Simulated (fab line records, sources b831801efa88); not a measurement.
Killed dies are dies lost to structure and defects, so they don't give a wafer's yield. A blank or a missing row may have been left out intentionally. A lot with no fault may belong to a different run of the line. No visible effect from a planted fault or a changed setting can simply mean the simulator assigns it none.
Problem report, 8D (eight disciplines) form, completed by code ; flow sky130 ; the parts of the form that need people (team, actions taken, sign-off) are left out

## 1. WHAT IS WRONG
Mean VT_ADJUST_NCORE_TW at SKY_VT_ADJUST_NCORE_TW_MEAS_11: 153.7 over 6 wafers in 2 lots; fault-free wafers: 216.8, standard deviation 1.8. Relative to the usual mean, that is a shift of -35 standard deviations.
Seen first at day 11 09:35 on film metro-01, wafer L220.3. Wafers with a number at this step in the record: 36, from 12 lots. Rule for "out" (also "out of limits"): further than 4 standard deviations from the usual mean. All remaining wafers that have a number are taken as sound.

## 2. WHAT IT IS; WHAT IT IS NOT
question;is;is not
which readings at this step;VT_ADJUST_NCORE_TW;-
which lots;L220, L221;L210, L212, L214, L217, L226, L227, L230, L231, L232, L233
which wafers of those lots;all that have a number;-
read on which gauges;film metro-01, film metro-02;film metro-03
when;from day 11 09:35;"up to then (12 sound wafers); but 18 sound wafers of L226, L227, L230, L231, L232, L233 came after"

## 3. WHAT RULES OUT EACH SUSPECT
Counting: any tool at a process step up to the reading is kept as a suspect provided that every lot that is out went through it and no sound lot did after the first of them.
- the gauge at SKY_VT_ADJUST_NCORE_TW_MEAS_11 is ruled out. Those wafers that are out were read across 2 gauges (film metro-01, film metro-02).
- implanter-04 at SKY_VT_ADJUST_NCORE_IMPLANT_09: ruled out as a lasting fault. The sound lots L230, L231, L232 went through it after L220, its earliest lot that is out (day 11 09:22).
Left after counting: nothing in the record.

## 4. THE CAUSE (what the simulator had put in)
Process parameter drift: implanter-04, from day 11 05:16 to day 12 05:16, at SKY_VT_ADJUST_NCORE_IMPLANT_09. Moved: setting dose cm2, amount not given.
The count ruled it out by mistake, since the rule takes a fault to strike every lot its tool runs from the start of the fault on, and this one did not do so.

## 5. THE EFFECT CHAIN, in route order
Each row: a reading where the mean over the struck wafers with a number is more than 3 standard deviations away from the usual. Scope: only readings with a usual standard deviation given in the record; hours: median across lots of the time from each lot's start at the first step in this table that gives one to its start at this step; sigmas: change in usual standard deviations.
hours;step;reading;usual;on struck wafers;change;sigmas
0;SKY_VT_ADJUST_NCORE_IMPLANT_09;dose ions cm2;2.3994e+12;6.8032e+11;-1.7191e+12;-99 or more
0;SKY_VT_ADJUST_NCORE_IMPLANT_09;faraday current uA;13.57;3.87;-9.70;-37
0;SKY_VT_ADJUST_NCORE_TW_MEAS_11;VT_ADJUST_NCORE_TW;216.8;153.7;-63.1;-35
It contains these process steps:
- SKY_VT_ADJUST_NCORE_IMPLANT_09

## 6. HOW IT WOULD HAVE BEEN CAUGHT EARLIER
The first out-of-limits reading at a measuring or inspecting step in this record came at day 11 09:35, 4 hours after the fault's start at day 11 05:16.
The tool's own readings at SKY_VT_ADJUST_NCORE_IMPLANT_09 were out on every struck wafer that the step has a row for (dose ions cm2, faraday current uA): an alarm limit on them would have fired on the first of those.
